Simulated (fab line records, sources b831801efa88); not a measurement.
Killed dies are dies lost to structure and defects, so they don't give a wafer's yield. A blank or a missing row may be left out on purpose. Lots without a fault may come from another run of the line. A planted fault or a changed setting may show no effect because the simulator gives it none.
Which tool did it? | flow sky130 | 6 lots, 18 wafers sampled, at 4 steps of a route of 708

WHAT THE GAUGES READ, wafer by wafer
SKY_CONTACT_RS_MEAS_25: measures by four-point-probe.
lot  | measured     | on            | CONTACT_W_RS (ohm/sq)
L440 | day 32 18:00 | film_metro-01 | 0.343 0.347 0.346
L442 | day 33 16:47 | film_metro-02 | 0.338 0.341 0.333
L445 | day 34 14:44 | film_metro-01 | 0.338 0.344 0.342
L450 | day 35 22:55 | film_metro-02 | 0.342 0.338 0.340
L452 | day 37 03:46 | film_metro-01 | 0.346 0.344 0.347
L459 | day 39 08:04 | film_metro-02 | 0.338 0.338 0.336

WHICH TOOL RAN EACH LOT (tool, then ch and the chambers of the sampled wafers, then the start)
lot  | SKY_LI_CONTACT_SPUTTER_19    | SKY_CONTACT_ETCH_18                | SKY_CONTACT_STRIP_19
L440 | pvd_sputter-03, day 30 07:07 | rie_diel-02 ch 0,2,3, day 32 17:00 | plasma_asher-04 ch 0,1, day 32 17:14
L442 | pvd_sputter-01, day 31 06:20 | rie_diel-04 ch 0,1, day 33 15:00   | plasma_asher-02 ch 0,1, day 33 15:58
L445 | pvd_sputter-03, day 32 05:33 | rie_diel-04 ch 0,2, day 34 13:00   | plasma_asher-04 ch 0,1, day 34 13:58
L450 | pvd_sputter-03, day 33 14:28 | rie_diel-04 ch 0,2, day 35 22:00   | plasma_asher-04 ch 0,1, day 35 22:08
L452 | pvd_sputter-01, day 34 19:29 | rie_diel-02 ch 1,3, day 37 02:00   | plasma_asher-03 ch 0,1, day 37 02:59
L459 | pvd_sputter-01, day 37 01:35 | rie_diel-02 ch 1,2,3, day 39 07:00 | plasma_asher-02 ch 0,1, day 39 07:14
- SKY_LI_CONTACT_SPUTTER_19: material Ti, target thk 20 nm, time 106.37 s.
- SKY_CONTACT_ETCH_18: etches Si3N4 in CHF3/O2, stops on TiN, time 39 s, target depth 75 nm.
- SKY_CONTACT_STRIP_19: strips in O2/N2.

THE ANSWER, worked out from the rows above alone
Rule: what is usual is taken from the lots themselves. Put in order of their means at a reading, lots are off if they are a third of the lots or fewer, leave a main group of 4 or more, and stand apart from it by a gap of 3 or more times the standard deviation of the main group's means; of several such gaps the widest counts. A main group whose means are all the same, to the digits that the tables above print for the reading, isn't used. A lot without any number at a reading at which 4 lots or more have one is off too. The other lots that the step has rows for count as sound.
No lot is off at any reading shown: from this, nothing can be told.

WHAT THE SIMULATOR HAD PUT IN
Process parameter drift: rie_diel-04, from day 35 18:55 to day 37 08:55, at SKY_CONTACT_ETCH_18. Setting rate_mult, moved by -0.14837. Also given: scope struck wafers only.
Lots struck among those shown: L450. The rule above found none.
